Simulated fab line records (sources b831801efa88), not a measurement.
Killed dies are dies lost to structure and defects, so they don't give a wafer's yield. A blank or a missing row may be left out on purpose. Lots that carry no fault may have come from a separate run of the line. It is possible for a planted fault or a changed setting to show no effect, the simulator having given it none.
Problem report, 8D (eight disciplines) form, completed by code | flow sfq-line | the parts of the form that need people (team, actions taken, sign-off) are left out

## 1. WHAT IS WRONG
At SFQ_TRILAYER_I7_CMP_CMP_184, time-to-endpoint-s averages 180 s over 3 wafers from 2 lots, while fault-free wafers read 215 s, standard deviation 6. Relative to the usual mean, that is a shift of -5.9 standard deviations.
The step: polishes SiO2.
Seen first at day 86 11:05 on cmp-01, wafer L149.2. The record has a number at this step for 42 wafers belonging to 14 lots. By rule, "out" or "out of limits" means more than 4 standard deviations away from the usual mean. All remaining wafers that have a number are taken as sound.

## 2. WHAT IT IS AND WHAT IT IS NOT
question                    | is                     | is not
which readings at this step | time-to-endpoint-s     | motor-current-A
which lots                  | L149, L150             | L131, L132, L134, L135, L136, L137, L138, L139, L141, L142, L144, L152
which wafers of those lots  | L149.2, L150.5, L150.6 | L149.3, L149.4, L150.4
read on which tools         | cmp-01                 | cmp-02
when                        | from day 86 11:05      | up to then (35 sound wafers); but 4 sound wafers of L150, L152 came after

## 3. THE SUSPECTS, EACH WITH WHAT RULES IT OUT
Counting: if a tool at a process step up to the reading ran every lot that is out, it stays a suspect. Sound lots after the first of them don't rule it out here, since some wafers of a struck lot are sound.
- pvd-sputter-06 at SFQ_TRILAYER_M7_DEP_SPUTTER_175 (material Nb, target thk 200 nm, time 133.3 s): kept. It processed each lot that is out (first: L149, day 83 00:31); up to then, its last sound lot is L139 (day 79 12:51).
- cmp-01 at SFQ_TRILAYER_I7_CMP_CMP_184 (polishes SiO2): kept. It processed each lot that is out (first: L149, day 86 11:05); up to then, its last sound lot is L144 (day 83 20:31). Out on those wafers are its own readings of time-to-endpoint-s.
- Within cmp-01 at SFQ_TRILAYER_I7_CMP_CMP_184: the wafers that are out ran in chambers 2, 3; their sound lot-mates ran in chambers 0, 1.
Left after counting: pvd-sputter-06 at SFQ_TRILAYER_M7_DEP_SPUTTER_175, cmp-01 at SFQ_TRILAYER_I7_CMP_CMP_184.

## 4. THE CAUSE (what the simulator had put in)
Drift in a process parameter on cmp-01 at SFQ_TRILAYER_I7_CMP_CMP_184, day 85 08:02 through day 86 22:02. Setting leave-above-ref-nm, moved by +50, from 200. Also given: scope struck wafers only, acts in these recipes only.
Of the 2 suspects that counting leaves, this tool is one.

## 5. SEQUENCE OF EFFECTS, ordered by route
Each row: a reading where the mean over the struck wafers with a number is more than 3 standard deviations away from the usual. Readings are gone through only where the record gives a usual standard deviation; hours: the median, over the lots, of the time from a lot's start at the first step in this table giving one to that lot's start at this step; sigmas: the change measured in usual standard deviations.
hours | step                                  | reading            | usual      | on struck wafers | change | sigmas
0     | SFQ_TRILAYER_I7_CMP_CMP_184           | time-to-endpoint-s | 215 s      | 180              | -35    | -5.9
2     | SFQ_TRILAYER_I7_METRO_MEASURE_185     | thk-nm             | 200.0 nm   | 250.3            | +50.3  | +50
77    | SFQ_TRILAYER_I7_VIA_ETCH_VIA_ETCH_190 | oes-product-au     | 0.854 a.u. | 0.975            | +0.121 | +24
It contains these process steps:
- SFQ_TRILAYER_I7_CMP_CMP_184: polishes SiO2.
- SFQ_TRILAYER_I7_METRO_MEASURE_185
- SFQ_TRILAYER_I7_VIA_ETCH_VIA_ETCH_190: etches SiO2 in CHF3, stops on Nb, target depth 260 nm.

## 6. WHAT WOULD HAVE CAUGHT IT SOONER
In this record no reading fell out of limits until day 86 11:05, 27 hours after the fault had begun at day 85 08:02.
